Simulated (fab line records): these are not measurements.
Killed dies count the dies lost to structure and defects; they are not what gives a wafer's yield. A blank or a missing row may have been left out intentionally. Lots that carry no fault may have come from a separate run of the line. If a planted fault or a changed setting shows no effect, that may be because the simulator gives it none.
Chamber matching / flow gf180mcu / GF_CONTACT_CMP_04 on cmp-02 has 4 sister chambers
The step polishes SiO2. 8 wafers are shown with their chamber, then 7 later ones without.

EACH WAFER AND ITS CHAMBER
wafer=L919.3; chamber=0; motor_current_A (A)=10.5; time_to_endpoint_s (s)=109
wafer=L921.4; chamber=3; motor_current_A (A)=10.7; time_to_endpoint_s (s)=112
wafer=L921.5; chamber=1; motor_current_A (A)=10.8; time_to_endpoint_s (s)=111
wafer=L923.2; chamber=2; motor_current_A (A)=11.2; time_to_endpoint_s (s)=105
wafer=L923.3; chamber=0; motor_current_A (A)=10.6; time_to_endpoint_s (s)=105
wafer=L923.4; chamber=1; motor_current_A (A)=10.1; time_to_endpoint_s (s)=111
wafer=L924.2; chamber=2; motor_current_A (A)=11.2; time_to_endpoint_s (s)=104
wafer=L924.3; chamber=3; motor_current_A (A)=11.0; time_to_endpoint_s (s)=104

WAFERS WITH NO CHAMBER GIVEN
wafer=L924.4; motor_current_A (A)=10.3; time_to_endpoint_s (s)=114
wafer=L925.1; motor_current_A (A)=10.6; time_to_endpoint_s (s)=104
wafer=L925.4; motor_current_A (A)=10.5; time_to_endpoint_s (s)=115
wafer=L925.5; motor_current_A (A)=11.0; time_to_endpoint_s (s)=109
wafer=L926.1; motor_current_A (A)=10.3; time_to_endpoint_s (s)=99
wafer=L926.4; motor_current_A (A)=11.1; time_to_endpoint_s (s)=106
wafer=L926.6; motor_current_A (A)=10.1; time_to_endpoint_s (s)=110

WHICH CHAMBER EACH WENT THROUGH
wafer=L924.4; from the rows above=can't be placed: 1 or 0 or 3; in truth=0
wafer=L925.1; from the rows above=can't be placed: 0 or 3 or 2 or 1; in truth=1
wafer=L925.4; from the rows above=can't be placed: 1 or 0 or 3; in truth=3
wafer=L925.5; from the rows above=can't be placed: 3 or 2 or 0 or 1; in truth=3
wafer=L926.1; from the rows above=can't be placed: 0 or 3 or 2 or 1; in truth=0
wafer=L926.4; from the rows above=can't be placed: 2 or 3 or 0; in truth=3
wafer=L926.6; from the rows above=can't be placed: 1 or 0 or 3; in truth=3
Correctly placed: 0 of 7. Cannot be placed on the basis of these rows: 7; the candidates contain the true chamber in 7. Number placed wrongly: 0.
How it was worked out, from the rows above alone: a wafer's distance from a chamber is the root of the sum, over the readings, of the square of ((its reading less the chamber's mean) divided by the reading's scatter). The wafer belongs to the nearest chamber; if the next one is less than 2 further off, it can't be placed. Each chamber's mean is taken over the wafers shown for it. The scatter: take each reading less its chamber's mean, square it, sum over the shown wafers, divide by the number of wafers less the number of chambers, and take the root.
